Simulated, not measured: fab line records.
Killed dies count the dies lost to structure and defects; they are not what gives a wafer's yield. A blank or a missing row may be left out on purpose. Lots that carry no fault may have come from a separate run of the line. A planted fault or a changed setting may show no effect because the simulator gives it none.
Comparing a struck lot with a sound one | flow sky130 | 16 steps out of a route of 708
Sound: these wafers, L628.2, L628.3, L628.6. Struck: wafer L619.6 (left out: L619.2, L619.3 of the same lot, which were not struck); the cause appears at the end.
Each step with rows lists, per side, the tool, then ch with its chambers, then its first start. Under that, the readings that differ: sound wafers | struck wafers | difference of the means | sigmas: that difference in standard deviations of wafers without a fault.
alike: readings whose means differ by less than 2 such deviations, and words and numbers that are the same on both sides. not compared: withheld readings, readings that some wafer has no value for, bounds like >300 that may hide the same value, and numbers for which the record gives no deviation and whose values overlap.
A row with sigmas, a row that says differs or no value, or rows on one side alone: a step with any of these is where the two part. Numbers that have no deviation but don't overlap get no sigmas and don't part them. A reading missing from all wafers of one side parts the sides only when that side holds two or more wafers.

SKY_VIA1_CMP_02: polishes SiO2.
  sound on cmp-02 ch 2,3, day 37 17:19; struck on cmp-01 ch 2, day 34 18:20
  alike: motor-current-A, platen-rpm, slurry-flow-ml-min
SKY_VIA1_BOW_MEAS_03:
  sound on film-metro-04 at day 37 17:38; struck on film-metro-04 at day 34 18:36
  alike: VIA1_BOW
then, 8 steps without rows for these wafers: SKY_VIA1_DEHYDRATE_04 (time 60 s); SKY_VIA1_HMDS_05 (prime time 60 s); SKY_VIA1_COAT_06 (resist thk 60 nm); SKY_VIA1_COAT_07 (resist thk 450 nm); SKY_VIA1_SOFTBAKE_08 (time 90 s); SKY_VIA1_EXPOSE_09 (exposes mask VIM, target cd 150 nm); SKY_VIA1_PEB_10; SKY_VIA1_DEVELOP_11 (develop time 60 s).
SKY_VIA1_CD_MEAS_12: target cd 150 nm.
  sound on cd-sem-02 at day 38 19:16; struck on cd-sem-02 at day 35 20:52
  alike: cd-nm
SKY_VIA1_OVL_MEAS_13:
  sound on overlay-02 at day 38 19:22; struck on overlay-01 at day 35 20:58
  alike: VIA1_OVL
SKY_VIA1_ETCH_14: etches BARC in N2/H2, stops on SiO2, time 45.9 s, target depth 60 nm.
  sound on rie-diel-02 ch 0,3, day 38 19:24; struck on rie-diel-04 ch 2, day 35 21:00
  reading                                     | sound                | struck | difference | sigmas
  bias-w (W)                                  | 100.14 100.43 100.30 | 76.55  | -23.74     | -79
  model.KrF-thick_of_VIA1_COAT_07.thk-nm (nm) | 391.7 391 390.7      | 394.4  | +3.3       |
  alike: drypump-motor-current-A, oes-product-au, throttle-valve-pct
  not compared: rf-hours-counter-h
SKY_VIA1_ETCH_15: etches SiO2 in C4F8/O2/Ar, stops on TiN, target depth 351 nm, time 54 s.
  sound on rie-diel-02 ch 0,3, day 38 19:26; struck on rie-diel-04 ch 2, day 35 21:02
  reading                                     | sound           | struck | difference | sigmas
  bias-w (W)                                  | 1200 1205 1206  | 1196   | -8         | -2
  model.KrF-thick_of_VIA1_COAT_07.thk-nm (nm) | 321.3 320 320.1 | 323.4  | +2.9       |
  alike: oes-product-au
  not compared: rf-hours-counter-h
SKY_VIA1_STRIP_16: strips in O2/N2.
  sound on plasma-asher-04 ch 0,1, day 38 19:29; struck on plasma-asher-03 ch 0, day 35 21:05
  alike: drypump-motor-current-A, oes-product-au, strip-time-to-endpoint-s
  not compared: rf-hours-counter-h
-- the record jumps here: 11 days lie between the struck wafers' starts before and after (it left off in module VIA1 and takes up again in module PAD_OPEN, whose first step shown is number 708 of the route) --
SKY_PAD_OPEN_PROBE_99:
  sound on prober-02 at day 49 09:37; struck on prober-02 at day 47 07:41
  alike: defect-limited-yield, killed_at_M0_to_M3, killed_at_M4_up, killed-at-contacts, killed-at-front-end, killed-at-other, killed-dies, killed-open, killed-short, sort_bin_3_pad_short, sort_bin_5_function, sort_bin_6_memory, sort-n-pass, sort-yield-pct

== WHERE THEY PART ==
First at SKY_VIA1_ETCH_14; last, within this record, at SKY_VIA1_ETCH_15. Later steps at which nothing parts them and some readings are alike: SKY_VIA1_STRIP_16, SKY_PAD_OPEN_PROBE_99.

WHY: what the simulator had put in
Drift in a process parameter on rie-diel-04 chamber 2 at SKY_VIA1_ETCH_14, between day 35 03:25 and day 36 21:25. Setting bias-w, moved by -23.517, from 100. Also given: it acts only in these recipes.
